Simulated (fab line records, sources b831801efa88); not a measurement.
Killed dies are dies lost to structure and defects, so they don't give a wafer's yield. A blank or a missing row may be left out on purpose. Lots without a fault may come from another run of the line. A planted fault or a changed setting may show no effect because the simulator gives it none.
A struck lot beside a sound one | flow gf180mcu | 37 steps out of a route of 602
Sound: wafers L432.1, L432.3, L432.5. Struck: wafers L450.3, L450.4. The cause comes at the end.
At each step with rows: each side's tool, then ch and its chambers, then its first start. Under that, the readings that differ: sound wafers | struck wafers | difference of the means | sigmas: that difference in standard deviations of wafers without a fault.
alike: readings whose means differ by less than 2 such deviations, and words and numbers that are the same on both sides. not compared: withheld readings, readings that some wafer has no value for, bounds like >300 that may hide the same value, and numbers for which the record gives no deviation and whose values overlap.
The two part at a step that has a row with sigmas, a row that says differs or no value, or rows on one side only. Numbers that don't overlap but have no deviation are shown without sigmas and don't part them. A reading that every wafer of one side lacks parts them only if that side has two wafers or more.

first, 1 step without rows for these wafers: GF_SALICIDE_WET_ETCH_01 (etches SiO2 in dHF, target depth 5 nm, time 100 s).
GF_SALICIDE_SPUTTER_02: material Co, target thk 10 nm, time 20 s.
  sound on pvd_sputter-02, day 16 05:01; struck on pvd_sputter-03, day 22 11:20
  alike: chamber_pressure_pa, throttle_valve_pct
then, 1 step without rows for these wafers: GF_SALICIDE_SPUTTER_03 (material TiN, target thk 20 nm, time 16.7 s).
GF_SALICIDE_RS_MEAS_04: measures by four-point-probe.
  sound on film_metro-01, day 16 05:04; struck on film_metro-01, day 22 11:25
  alike: SALICIDE_TIN_RS
GF_SALICIDE_THK_MEAS_05: measures by xrf.
  sound on film_metro-01, day 16 05:11; struck on film_metro-01, day 22 11:31
  alike: SALICIDE_TIN_THK
GF_SALICIDE_RTA_06: time 30 s.
  sound on rtp_anneal-02 ch 0, day 16 05:15; struck on rtp_anneal-01 ch 0, day 22 11:36
  reading            | sound       | struck  | difference | sigmas
  lamp_power_pct (%) | 5.6 5.7 5.6 | 7.3 7.3 | +1.7       | +2
  alike: wafer_temp_C_max
then, 3 steps without rows for these wafers: GF_SALICIDE_WET_ETCH_07 (etches the open film in SPM, target depth 120 nm); GF_SALICIDE_RTA_08 (time 30 s); GF_CONTACT_CVD_00 (deposits SiO2, target thk 300 nm, time 50 s).
GF_CONTACT_THK_MEAS_01:
  sound on film_metro-02, day 16 05:35; struck on film_metro-04, day 22 11:55
  alike: CONTACT_CVD_00_THK
then, 1 step without rows for these wafers: GF_CONTACT_CVD_02 (deposits SiO2 from TEOS, target thk 860 nm, time 95.992 s).
GF_CONTACT_THK_MEAS_03:
  sound on film_metro-03, day 16 05:43; struck on film_metro-02, day 22 12:03
  alike: CONTACT_CVD_02_THK
GF_CONTACT_CMP_04: polishes SiO2.
  sound on cmp-02 ch 0,2,3, day 16 05:47; struck on cmp-02 ch 1,2, day 22 12:11
  reading                                  | sound             | struck      | difference | sigmas
  time_to_endpoint_s (s)                   | 113 102 112       | 126 127     | +18        | +3
  model.SiO2_of_CONTACT_CVD_02.thk_nm (nm) | 559.8 557.6 557.6 | 504.4 501.5 | -55.4      |
  alike: motor_current_A, platen_rpm
GF_CONTACT_BOW_MEAS_05:
  sound on film_metro-02, day 16 06:06; struck on film_metro-03, day 22 12:43
  reading          | sound    | struck | difference                    | sigmas
  CONTACT_BOW (um) | 59 63 75 | - -    | no value on the struck wafers |
  not compared: hold
then, 7 steps without rows for these wafers: GF_CONTACT_HMDS_07 (prime time 60 s); GF_CONTACT_COAT_08; GF_CONTACT_COAT_09 (resist thk 1000 nm); GF_CONTACT_SOFTBAKE_10 (time 60 s); GF_CONTACT_EXPOSE_11 (exposes mask Contact, target cd 220 nm); GF_CONTACT_PEB_12 (peb time 90 s); GF_CONTACT_DEVELOP_13 (develop time 60 s).
GF_CONTACT_CD_MEAS_14: target cd 220 nm.
  sound on cd_sem-02, day 17 05:17; struck on cd_sem-01, day 23 11:31
  alike: cd_nm
GF_CONTACT_OVL_MEAS_15:
  sound on overlay-02, day 17 05:25; struck on overlay-02, day 23 11:36
  alike: CONTACT_OVL
then, 1 step without rows for these wafers: GF_CONTACT_ETCH_16 (etches BARC in N2/H2).
GF_CONTACT_ETCH_17: etches SiO2 in C4F8/O2/Ar, stops on CoSi2, target depth 860 nm.
  sound on rie_diel-04 ch 1,2; struck on rie_diel-02 ch 0,3
  reading                             | sound             | struck      | difference | sigmas
  oes_product_au (a.u.)               | 0.809 0.817 0.808 | 0.788 0.781 | -0.027     | -6
  model.CONTACT.feature_depth_nm (nm) | 859.7 854.6 854.5 | 806.4 798   | -54.1      |
  model.etch.depth_nm (nm)            | 859.7 854.6 854.5 | 806.4 798   | -54.1      |
  alike: rf_fwd_power_W
GF_CONTACT_STRIP_18: strips in O2/N2.
  sound on plasma_asher-04 ch 0,1, day 17 05:37; struck on plasma_asher-01 ch 0,1, day 23 11:49
  alike: drypump_motor_current_A, heater_power_w, oes_product_au, platen_temp_c
  not compared: rf_hours_counter_h
then, 3 steps without rows for these wafers: GF_CONTACT_CLEAN_19 (cleans in SPM); GF_CONTACT_CLEAN_20 (cleans in DIW); GF_CONTACT_CLEAN_21 (cleans in dHF, time 20 s).
GF_CONTACT_SPUTTER_22: material Ti, target thk 15 nm, time 80.02 s.
  sound on pvd_sputter-03, day 17 05:55; struck on pvd_sputter-03, day 23 12:07
  alike: chamber_pressure_pa, throttle_valve_pct
GF_CONTACT_SPUTTER_23: material TiN, target thk 10 nm, time 40 s.
  sound on pvd_sputter-03, day 17 05:58; struck on pvd_sputter-03, day 23 12:10
  alike: chamber_pressure_pa, throttle_valve_pct
then, 1 step without rows for these wafers: GF_CONTACT_CVD_24 (deposits W, target thk 300 nm, time 90.339 s).
GF_CONTACT_RS_MEAS_25: measures by four-point-probe.
  sound on film_metro-02, day 17 06:07; struck on film_metro-03, day 23 12:21
  alike: CONTACT_W_RS
GF_CONTACT_THK_MEAS_26: measures by xrf.
  sound on film_metro-02, day 17 06:14; struck on film_metro-03, day 23 12:27
  alike: CONTACT_W_THK
GF_CONTACT_CMP_27: polishes, stops on SiO2, t overpolish 15 s, target thk 0 nm.
  sound on cmp-01 ch 0,2, day 17 06:18; struck on cmp-02 ch 1,2, day 23 12:32
  reading                                  | sound           | struck      | difference | sigmas
  model.SiO2_of_CONTACT_CVD_02.thk_nm (nm) | 553 550.8 550.9 | 497.7 494.7 | -55.4      |
  alike: motor_current_A, platen_rpm
then, 1 step without rows for these wafers: GF_M1_SPUTTER_00 (material Ti, target thk 37.5 nm, time 150 s).
-- the record jumps here: 11 days lie between the struck wafers' starts before and after (it left off in module M1 and takes up again in module PASSIVATION, whose first step shown is number 602 of the route) --
GF_PASSIVATION_PROBE_99:
  the record has rows for the struck wafers here (prober-01, day 34 11:04) and none for the sound ones

WHERE THEY PART
First at GF_SALICIDE_RTA_06; last, within this record, at GF_PASSIVATION_PROBE_99.

WHY: what the simulator had put in
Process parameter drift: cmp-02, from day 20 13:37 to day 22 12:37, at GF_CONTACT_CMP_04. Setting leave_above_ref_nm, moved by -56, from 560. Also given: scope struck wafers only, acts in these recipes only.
